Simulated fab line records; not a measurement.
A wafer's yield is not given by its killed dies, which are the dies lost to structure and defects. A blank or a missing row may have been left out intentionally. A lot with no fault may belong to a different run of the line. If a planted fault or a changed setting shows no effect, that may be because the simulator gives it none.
One fault through the eyes of 2 desks -- flow sky130 -- every desk sees just its own numbers, and what lay behind them comes last

## THE METROLOGY DESK
What the gauges read for every lot (on any tool): the sampled wafers with a number, averaged. A lot is out of limits, marked OUT, if its mean lies more than 4 standard deviations from the usual mean; the brackets give that distance.
Columns: A = cdNm at SKY_POLY_GATE_CD_MEAS_22, usual 149.9 nm; B = LDD_N_TW at SKY_LDD_N_TW_MEAS_17, usual 2580
lot,first seen here,A,B
L913,day 16 23:54,148.7,2558
L917,day 18 01:30,151.4,2588
L918,day 18 19:34,151.1,2583
L920,day 19 03:58,148.8,2596
L919,day 19 05:43,149.0,2573
L926,day 21 12:26,149.5,2566
L927,day 22 01:56,148.9,2467 (-8.0) OUT
L928,day 22 03:34,150.5,2591
L929,day 22 10:31,148.7,2444 (-9.7) OUT
L930,day 22 12:17,151.0,2450 (-9.3) OUT
L931,day 22 19:31,152.5,2568
This desk finds L927, L929, L930 out of limits, with the earliest case on L927 at day 23 09:36 (LDD_N_TW at SKY_LDD_N_TW_MEAS_17). L913, L917, L918, L920, L919, L926, L928, L931 stayed within limits.

## DESK OF THE TOOL OWNER: implanter-04
The tool's own readings at SKY_LDD_N_IMPLANT_09, given as means over the sampled wafers that have a number, one for each lot that went through this tool. A lot is out of limits, marked OUT, if its mean lies more than 4 standard deviations from the usual mean; the brackets give that distance.
Columns: A = doseIonsCm2 at SKY_LDD_N_IMPLANT_09, usual 7.499e+13; B = faradayCurrentUA at SKY_LDD_N_IMPLANT_09, usual 423
lot,first seen here,A,B
L913,day 18 05:09,7.499e+13,425
L920,day 20 10:43,7.509e+13,424
L927,day 23 08:27,7.400e+12 (-99 or more) OUT,42 (-49) OUT
L929,day 23 17:15,7.607e+12 (-99 or more) OUT,43 (-49) OUT
L930,day 23 18:35,7.390e+12 (-99 or more) OUT,42 (-49) OUT
This desk's verdict: out of limits on L927, L929, L930, starting with L927 at day 23 08:27 (doseIonsCm2 at SKY_LDD_N_IMPLANT_09). L913, L920 stayed within limits.

## ALL TOGETHER
The tool owner's desk could have raised an alarm at day 23 08:27, on L927, L929, L930.
On L927, L929, L930, the metrology desk was in a position to raise an alarm at day 23 09:36.
On implanter-04, each named lot ran SKY_LDD_N_IMPLANT_09.

## WHAT THE SIMULATOR PUT IN
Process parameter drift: implanter-04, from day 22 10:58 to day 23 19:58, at SKY_LDD_N_IMPLANT_09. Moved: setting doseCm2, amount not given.
Struck lots among those shown: L927, L929, L930.
Counting hours from when the fault started, the first reading out of limits came at 21 for the tool owner's desk and at 23 for the metrology desk.
